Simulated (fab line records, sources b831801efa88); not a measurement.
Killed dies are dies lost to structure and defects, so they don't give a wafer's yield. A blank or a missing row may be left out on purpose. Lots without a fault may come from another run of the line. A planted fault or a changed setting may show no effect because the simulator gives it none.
Which tool did it? | flow sky130 | 24 lots, 72 wafers sampled, at 6 steps of a route of 708

WHAT THE GAUGES READ, wafer by wafer
SKY_METAL1_RS_MEAS_05: measures by four-point-probe.
lot  | measured     | on            | METAL1_ALCU_RS (ohm/sq)
L074 | day 31 17:34 | film_metro-01 | 0.1263 0.1255 0.1254
L075 | day 32 14:23 | film_metro-03 | 0.1267 0.1275 0.1272
L076 | day 32 20:50 | film_metro-01 | 0.1271 0.1277 0.1273
L077 | day 32 23:35 | film_metro-03 | 0.1274 0.1266 0.1273
L078 | day 33 07:26 | film_metro-01 | 0.1262 0.1236 0.1274
L079 | day 33 17:22 | film_metro-03 | 0.1265 0.1263 0.1262
L080 | day 33 20:32 | film_metro-02 | 0.1267 0.1269 0.1257
L081 | day 34 07:22 | film_metro-03 | 0.1258 0.1254 0.1259
L082 | day 34 20:25 | film_metro-03 | 0.1277 0.1274 0.1277
L083 | day 34 21:29 | film_metro-01 | 0.1264 0.1260 0.1265
L084 | day 35 05:02 | film_metro-03 | 0.1256 0.1273 0.1275
L085 | day 35 15:02 | film_metro-03 | 0.1304 0.1283 0.1298
L086 | day 35 21:59 | film_metro-01 | 0.1256 0.1239 0.1263
L087 | day 36 03:40 | film_metro-03 | 0.1281 0.1264 0.1256
L088 | day 36 10:50 | film_metro-03 | 0.1264 0.1253 0.1252
L089 | day 36 23:20 | film_metro-01 | 0.1287 0.1280 0.1278
L090 | day 37 02:50 | film_metro-03 | 0.1278 0.1282 0.1283
L091 | day 37 07:48 | film_metro-03 | 0.1262 0.1276 0.1268
L092 | day 37 13:04 | film_metro-03 | 0.1262 0.1266 0.1261
L093 | day 37 16:37 | film_metro-01 | 0.1265 0.1264 0.1271
L094 | day 38 00:26 | film_metro-01 | 0.1285 0.1279 0.1276
L095 | day 38 06:06 | film_metro-02 | 0.1250 0.1241 0.1257
L096 | day 38 11:17 | film_metro-01 | 0.1245 0.1269 0.1266
L097 | day 38 21:08 | film_metro-02 | 0.1256 0.1276 0.1265

WHICH TOOL RAN EACH LOT (tool, then ch and the chambers of the sampled wafers, then the start)
lot  | SKY_LI_CONTACT_ETCH_14             | SKY_LI_CONTACT_ETCH_15             | SKY_CONTACT_STRIP_19                 | SKY_CONTACT_CMP_27            | SKY_METAL1_SPUTTER_00
L074 | rie_diel-03 ch 0,1,3, day 29 05:10 | rie_diel-03 ch 0,1,3, day 29 05:13 | plasma_asher-04 ch 0,1, day 31 16:10 | cmp-02 ch 1,2,3, day 31 17:07 | pvd_sputter-04, day 31 17:25
L075 | rie_diel-03 ch 0,2,3, day 30 04:01 | rie_diel-03 ch 0,2,3, day 30 04:04 | plasma_asher-01 ch 0,1, day 32 12:59 | cmp-01 ch 0,1,2, day 32 13:57 | pvd_sputter-01, day 32 14:12
L076 | rie_diel-01 ch 0,2,3, day 30 08:40 | rie_diel-01 ch 0,2,3, day 30 08:43 | plasma_asher-03 ch 0,1, day 32 19:27 | cmp-01 ch 0,1,2, day 32 20:27 | pvd_sputter-01, day 32 20:42
L077 | rie_diel-01 ch 0,1,3, day 30 11:40 | rie_diel-01 ch 0,1,3, day 30 11:43 | plasma_asher-01 ch 0,1, day 32 22:11 | cmp-01 ch 0,1,3, day 32 23:11 | pvd_sputter-04, day 32 23:23
L078 | rie_diel-01 ch 1,2,3, day 30 21:01 | rie_diel-01 ch 1,2,3, day 30 21:04 | plasma_asher-01 ch 0,1, day 33 06:03 | cmp-01 ch 1,2,3, day 33 07:00 | pvd_sputter-02, day 33 07:18
L079 | rie_diel-01 ch 2,3, day 31 07:40   | rie_diel-01 ch 2,3, day 31 07:43   | plasma_asher-04 ch 0,1, day 33 15:58 | cmp-02 ch 0,1,3, day 33 16:57 | pvd_sputter-04, day 33 17:12
L080 | rie_diel-04 ch 1,3, day 31 10:26   | rie_diel-04 ch 1,3, day 31 10:28   | plasma_asher-03 ch 0,1, day 33 19:09 | cmp-02 ch 0,1,3, day 33 20:06 | pvd_sputter-04, day 33 20:24
L081 | rie_diel-04 ch 1,2,3, day 31 21:46 | rie_diel-04 ch 1,2,3, day 31 21:49 | plasma_asher-01 ch 0,1, day 34 05:58 | cmp-02 ch 2,3, day 34 06:57   | pvd_sputter-01, day 34 07:12
L082 | rie_diel-04 ch 0,1,3, day 32 10:19 | rie_diel-04 ch 0,1,3, day 32 10:22 | plasma_asher-01 ch 0,1, day 34 18:52 | cmp-01 ch 0,1,2, day 34 20:01 | pvd_sputter-04, day 34 20:16
L083 | rie_diel-03 ch 0,2,3, day 32 11:19 | rie_diel-03 ch 0,2,3, day 32 11:22 | plasma_asher-01 ch 0,1, day 34 19:59 | cmp-01 ch 1,2, day 34 21:03   | pvd_sputter-04, day 34 21:21
L084 | rie_diel-04 ch 0,2,3, day 32 20:29 | rie_diel-04 ch 0,2,3, day 32 20:31 | plasma_asher-03 ch 0,1, day 35 03:38 | cmp-02 ch 0,3, day 35 04:35   | pvd_sputter-01, day 35 04:53
L085 | rie_diel-01 ch 0,3, day 33 05:56   | rie_diel-01 ch 0,3, day 33 05:58   | plasma_asher-01 ch 0,1, day 35 13:40 | cmp-02 ch 0,1,2, day 35 14:39 | pvd_sputter-02, day 35 14:54
L086 | rie_diel-04 ch 1,2,3, day 33 13:47 | rie_diel-04 ch 1,2,3, day 33 13:49 | plasma_asher-04 ch 0,1, day 35 20:31 | cmp-01 ch 2,3, day 35 21:34   | pvd_sputter-02, day 35 21:49
L087 | rie_diel-04 ch 0,3, day 33 18:22   | rie_diel-04 ch 0,3, day 33 18:25   | plasma_asher-04 ch 0,1, day 36 02:16 | cmp-01 ch 0,1,2, day 36 03:18 | pvd_sputter-02, day 36 03:30
L088 | rie_diel-04 ch 1,2,3, day 34 02:22 | rie_diel-04 ch 1,2,3, day 34 02:25 | plasma_asher-03 ch 0,1, day 36 09:27 | cmp-02 ch 1,2,3, day 36 10:24 | pvd_sputter-02, day 36 10:42
L089 | rie_diel-03 ch 1,2,3, day 34 14:31 | rie_diel-03 ch 1,2,3, day 34 14:34 | plasma_asher-04 ch 0,1, day 36 21:55 | cmp-01 ch 0,1,2, day 36 22:53 | pvd_sputter-01, day 36 23:11
L090 | rie_diel-03 ch 0,1, day 34 18:37   | rie_diel-03 ch 0,1, day 34 18:40   | plasma_asher-01 ch 0,1, day 37 01:26 | cmp-02 ch 0,1,3, day 37 02:27 | pvd_sputter-04, day 37 02:39
L091 | rie_diel-04 ch 0,3, day 34 23:52   | rie_diel-04 ch 0,3, day 34 23:55   | plasma_asher-01 ch 0,1, day 37 06:22 | cmp-01 ch 2,3, day 37 07:20   | pvd_sputter-01, day 37 07:38
L092 | rie_diel-01 ch 0,1,2, day 35 04:58 | rie_diel-01 ch 0,1,2, day 35 05:01 | plasma_asher-03 ch 0,1, day 37 11:35 | cmp-01 ch 0,1,2, day 37 12:38 | pvd_sputter-01, day 37 12:56
L093 | rie_diel-03 ch 0,2,3, day 35 09:13 | rie_diel-03 ch 0,2,3, day 35 09:16 | plasma_asher-04 ch 0,1, day 37 15:13 | cmp-01 ch 1,2, day 37 16:10   | pvd_sputter-02, day 37 16:28
L094 | rie_diel-04 ch 0,1,3, day 35 15:58 | rie_diel-04 ch 0,1,3, day 35 16:01 | plasma_asher-04 ch 0,1, day 37 23:02 | cmp-02 ch 1,2,3, day 38 00:02 | pvd_sputter-04, day 38 00:17
L095 | rie_diel-01 ch 0,1,2, day 35 23:22 | rie_diel-01 ch 0,1,2, day 35 23:25 | plasma_asher-01 ch 0,1, day 38 04:43 | cmp-01 ch 0,1,2, day 38 05:40 | pvd_sputter-01, day 38 05:58
L096 | rie_diel-03 ch 0,1,3, day 36 04:05 | rie_diel-03 ch 0,1,3, day 36 04:07 | plasma_asher-03 ch 0,1, day 38 09:53 | cmp-01 ch 0,2, day 38 10:49   | pvd_sputter-01, day 38 11:07
L097 | rie_diel-04 ch 0,1,2, day 36 12:49 | rie_diel-04 ch 0,1,2, day 36 12:52 | plasma_asher-01 ch 0,1, day 38 19:44 | cmp-01 ch 0,2, day 38 20:39   | pvd_sputter-01, day 38 20:57
- SKY_LI_CONTACT_ETCH_14: etches BARC in N2/H2, stops on SiO2, time 45.9 s, target depth 60 nm.
- SKY_LI_CONTACT_ETCH_15: etches PSG in C4F8/O2/Ar, stops on Si, target depth 600 nm.
- SKY_CONTACT_STRIP_19: strips in O2/N2.
- SKY_CONTACT_CMP_27: polishes, stops on SiO2, t overpolish 15 s, target thk 0 nm.
- SKY_METAL1_SPUTTER_00: material Ti, target thk 15 nm, time 10 s.

WHAT THE TOOLS THEMSELVES READ (means of the sampled wafers that have a number; where no wafer has one, the mark that the record gives instead)
SKY_LI_CONTACT_ETCH_14.
lot  | tool        | drypump_motor_current_A (A) | oes_product_au (a.u.) | throttle_valve_pct (%)
L074 | rie_diel-03 | 5.85                        | 0.859                 | 13.221
L075 | rie_diel-03 | 5.67                        | 0.856                 | 13.224
L076 | rie_diel-01 | 5.87                        | 0.853                 | 13.225
L077 | rie_diel-01 | 5.81                        | 0.855                 | 13.226
L078 | rie_diel-01 | 5.69                        | 0.853                 | 13.235
L079 | rie_diel-01 | 5.88                        | 0.854                 | 13.229
L080 | rie_diel-04 | 5.79                        | 0.850                 | 13.241
L081 | rie_diel-04 | 5.94                        | 0.853                 | 13.227
L082 | rie_diel-04 | 5.89                        | 0.850                 | 13.227
L083 | rie_diel-03 | 5.67                        | 0.856                 | 13.230
L084 | rie_diel-04 | 6.04                        | 0.855                 | 13.225
L085 | rie_diel-01 | 5.94                        | 0.856                 | 13.229
L086 | rie_diel-04 | 5.95                        | 0.851                 | 13.236
L087 | rie_diel-04 | 6.09                        | 0.859                 | 13.222
L088 | rie_diel-04 | 5.94                        | 0.856                 | 13.227
L089 | rie_diel-03 | 5.79                        | 0.855                 | 13.216
L090 | rie_diel-03 | 5.78                        | 0.852                 | 13.227
L091 | rie_diel-04 | 6.00                        | 0.853                 | 13.223
L092 | rie_diel-01 | 5.68                        | 0.861                 | 13.223
L093 | rie_diel-03 | 5.67                        | 0.855                 | 13.230
L094 | rie_diel-04 | 5.88                        | 0.853                 | 13.233
L095 | rie_diel-01 | 5.71                        | 0.855                 | 13.221
L096 | rie_diel-03 | 5.84                        | 0.852                 | 13.218
L097 | rie_diel-04 | 5.83                        | 0.853                 | 13.228

SKY_LI_CONTACT_ETCH_15.
lot  | tool        | oes_product_au (a.u.)
L074 | rie_diel-03 | 0.838
L075 | rie_diel-03 | 0.833
L076 | rie_diel-01 | 0.835
L077 | rie_diel-01 | 0.835
L078 | rie_diel-01 | 0.833
L079 | rie_diel-01 | 0.836
L080 | rie_diel-04 | 0.839
L081 | rie_diel-04 | 0.837
L082 | rie_diel-04 | 0.836
L083 | rie_diel-03 | 0.836
L084 | rie_diel-04 | 0.835
L085 | rie_diel-01 | 0.837
L086 | rie_diel-04 | 0.838
L087 | rie_diel-04 | 0.838
L088 | rie_diel-04 | 0.839
L089 | rie_diel-03 | 0.838
L090 | rie_diel-03 | 0.832
L091 | rie_diel-04 | 0.835
L092 | rie_diel-01 | 0.839
L093 | rie_diel-03 | 0.839
L094 | rie_diel-04 | 0.837
L095 | rie_diel-01 | 0.835
L096 | rie_diel-03 | 0.834
L097 | rie_diel-04 | 0.835

SKY_CONTACT_STRIP_19.
lot  | tool            | drypump_motor_current_A (A) | oes_product_au (a.u.) | strip_time_to_endpoint_s (s)
L074 | plasma_asher-04 | 5.2                         | 0.379                 | 3.621
L075 | plasma_asher-01 | 6.1                         | 0.381                 | 3.579
L076 | plasma_asher-03 | 5.2                         | 0.385                 | 3.635
L077 | plasma_asher-01 | 5.7                         | 0.382                 | 3.572
L078 | plasma_asher-01 | 6.1                         | 0.381                 | 3.598
L079 | plasma_asher-04 | 5.4                         | 0.384                 | 3.634
L080 | plasma_asher-03 | 5.5                         | 0.380                 | 3.610
L081 | plasma_asher-01 | 6.1                         | 0.380                 | 3.585
L082 | plasma_asher-01 | 6.1                         | 0.385                 | 3.644
L083 | plasma_asher-01 | 6.1                         | 0.381                 | 3.612
L084 | plasma_asher-03 | 5.3                         | 0.377                 | 3.580
L085 | plasma_asher-01 | 6.1                         | 0.378                 | 3.595
L086 | plasma_asher-04 | 5.2                         | 0.383                 | 3.609
L087 | plasma_asher-04 | 5.2                         | 0.379                 | 3.601
L088 | plasma_asher-03 | 5.4                         | 0.383                 | 3.592
L089 | plasma_asher-04 | 5.5                         | 0.382                 | 3.616
L090 | plasma_asher-01 | 6.1                         | 0.378                 | 3.631
L091 | plasma_asher-01 | 6.1                         | 0.381                 | 3.597
L092 | plasma_asher-03 | 5.4                         | 0.378                 | 3.613
L093 | plasma_asher-04 | 5.5                         | 0.384                 | 3.632
L094 | plasma_asher-04 | 5.5                         | 0.379                 | 3.593
L095 | plasma_asher-01 | 6.1                         | 0.377                 | 3.604
L096 | plasma_asher-03 | 5.4                         | 0.381                 | 3.604
L097 | plasma_asher-01 | 5.7                         | 0.378                 | 3.598

SKY_CONTACT_CMP_27.
lot  | tool   | motor_current_A (A) | overpolish_run_s (s) | retaining_ring_pressure_frac | time_to_endpoint_s (s)
L074 | cmp-02 | 11.2                | 14.995               | 0.999                        | 83
L075 | cmp-01 | 11.4                | 15.002               | 0.995                        | 81
L076 | cmp-01 | 11.9                | 14.991               | 1.001                        | 87
L077 | cmp-01 | 11.5                | 15.004               | 1.001                        | 82
L078 | cmp-01 | 12.1                | 14.995               | 1.004                        | 82
L079 | cmp-02 | 10.3                | 15.004               | 1.007                        | 84
L080 | cmp-02 | 10.5                | 14.999               | 0.998                        | 83
L081 | cmp-02 | 10.8                | 14.999               | 1.002                        | 82
L082 | cmp-01 | 12.0                | 15.009               | 1.002                        | 77
L083 | cmp-01 | 11.6                | 14.995               | 1.003                        | 77
L084 | cmp-02 | 9.9                 | 14.999               | 1.000                        | 81
L085 | cmp-02 | 10.3                | 15.001               | 1.002                        | 81
L086 | cmp-01 | 11.9                | 14.992               | 1.001                        | 82
L087 | cmp-01 | 11.9                | 15.006               | 0.999                        | 81
L088 | cmp-02 | 10.8                | 15.001               | 1.006                        | 80
L089 | cmp-01 | 12.1                | 14.991               | 0.999                        | 82
L090 | cmp-02 | 10.6                | 15.004               | 0.997                        | 83
L091 | cmp-01 | 11.7                | 15.004               | 0.999                        | 84
L092 | cmp-01 | 11.6                | 15.004               | 1.000                        | 82
L093 | cmp-01 | 11.4                | 14.997               | 1.003                        | 83
L094 | cmp-02 | 11.1                | 15.005               | 0.996                        | 81
L095 | cmp-01 | 11.3                | 15.002               | 0.999                        | 83
L096 | cmp-01 | 11.8                | 15.001               | 1.002                        | 87
L097 | cmp-01 | 11.8                | 15.000               | 1.001                        | 81

SKY_METAL1_SPUTTER_00.
lot  | tool           | throttle_valve_pct (%)
L074 | pvd_sputter-04 | 30.2
L075 | pvd_sputter-01 | 30.7
L076 | pvd_sputter-01 | 30.5
L077 | pvd_sputter-04 | 30.4
L078 | pvd_sputter-02 | 29.2
L079 | pvd_sputter-04 | 31.2
L080 | pvd_sputter-04 | 30.3
L081 | pvd_sputter-01 | 29.8
L082 | pvd_sputter-04 | 30.5
L083 | pvd_sputter-04 | 30.8
L084 | pvd_sputter-01 | 30.5
L085 | pvd_sputter-02 | 29.7
L086 | pvd_sputter-02 | 29.7
L087 | pvd_sputter-02 | 30.4
L088 | pvd_sputter-02 | 30.1
L089 | pvd_sputter-01 | 31.0
L090 | pvd_sputter-04 | 30.9
L091 | pvd_sputter-01 | 30.6
L092 | pvd_sputter-01 | 30.2
L093 | pvd_sputter-02 | 29.7
L094 | pvd_sputter-04 | 29.9
L095 | pvd_sputter-01 | 30.1
L096 | pvd_sputter-01 | 30.9
L097 | pvd_sputter-01 | 30.7

THE ANSWER, worked out from the rows above alone
Rule: what is usual is taken from the lots themselves. Put in order of their means at a reading, lots are off if they are a third of the lots or fewer, leave a main group of 4 or more, and stand apart from it by a gap of 3 or more times the standard deviation of the main group's means; of several such gaps the widest counts. A main group whose means are all the same, to the digits that the tables above print for the reading, isn't used. A lot without any number at a reading at which 4 lots or more have one is off too. The other lots that the step has rows for count as sound. The gauges are gone through in route order, then the tools' own readings, and for those a lot's mean is taken as printed above. The first step at which some lot is off is used, and at that step the reading that is off furthest; a lot without a number counts as furthest.
No lot is off at any reading shown: from this, nothing can be told.

WHAT THE SIMULATOR HAD PUT IN
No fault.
